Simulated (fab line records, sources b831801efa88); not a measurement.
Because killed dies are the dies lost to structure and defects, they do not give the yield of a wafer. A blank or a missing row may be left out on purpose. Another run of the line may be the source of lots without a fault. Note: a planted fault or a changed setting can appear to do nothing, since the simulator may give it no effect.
Matching of chambers	flow gf180mcu	4 sister chambers for GF_STI_ETCH_14 on rieSi-01
The step etches Si in HBr/Cl2/O2, target depth 360 nm, time 102.9 s. 4 wafers are shown with their chamber, then 7 later ones without.

== WAFERS, EACH WITH ITS CHAMBER ==
wafer	chamber	throttleValvePct (%)
L278.4	0	25.666
L280.4	1	25.657
L286.3	3	25.655
L286.4	2	25.645

== WAFERS MISSING THEIR CHAMBER ==
wafer	throttleValvePct (%)
L286.5	25.667
L287.3	25.656
L287.4	25.659
L287.6	25.654
L293.1	25.671
L293.2	25.655
L293.3	25.681

== THE CHAMBER EACH PASSED THROUGH ==
wafer	from the rows above	in truth
L286.5	can't be placed: 0 or 1 or 3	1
L287.3	can't be placed: 3 or 1 or 0 or 2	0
L287.4	can't be placed: 1 or 3 or 0 or 2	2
L287.6	can't be placed: 3 or 1 or 2 or 0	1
L293.1	can't be placed: 0 or 1 or 3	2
L293.2	can't be placed: 3 or 1 or 2 or 0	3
L293.3	can't be placed: 0 or 1 or 3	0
Correct placement for 0 of the 7. Cannot be placed on the basis of these rows: 7; the candidates contain the true chamber in 6. Number placed wrongly: 0.
How it was worked out, from the rows above alone: a wafer's distance from a chamber is the root of the sum, over the readings, of the square of ((its reading less the chamber's mean) divided by the reading's scatter). The wafer belongs to the nearest chamber; if the next one is less than 2 further off, it can't be placed. For every chamber, the mean is computed from those of its wafers that are shown. The scatter: with one shown wafer a chamber, the root of the mean of the squares of how far each hidden wafer lies from its nearest shown one.
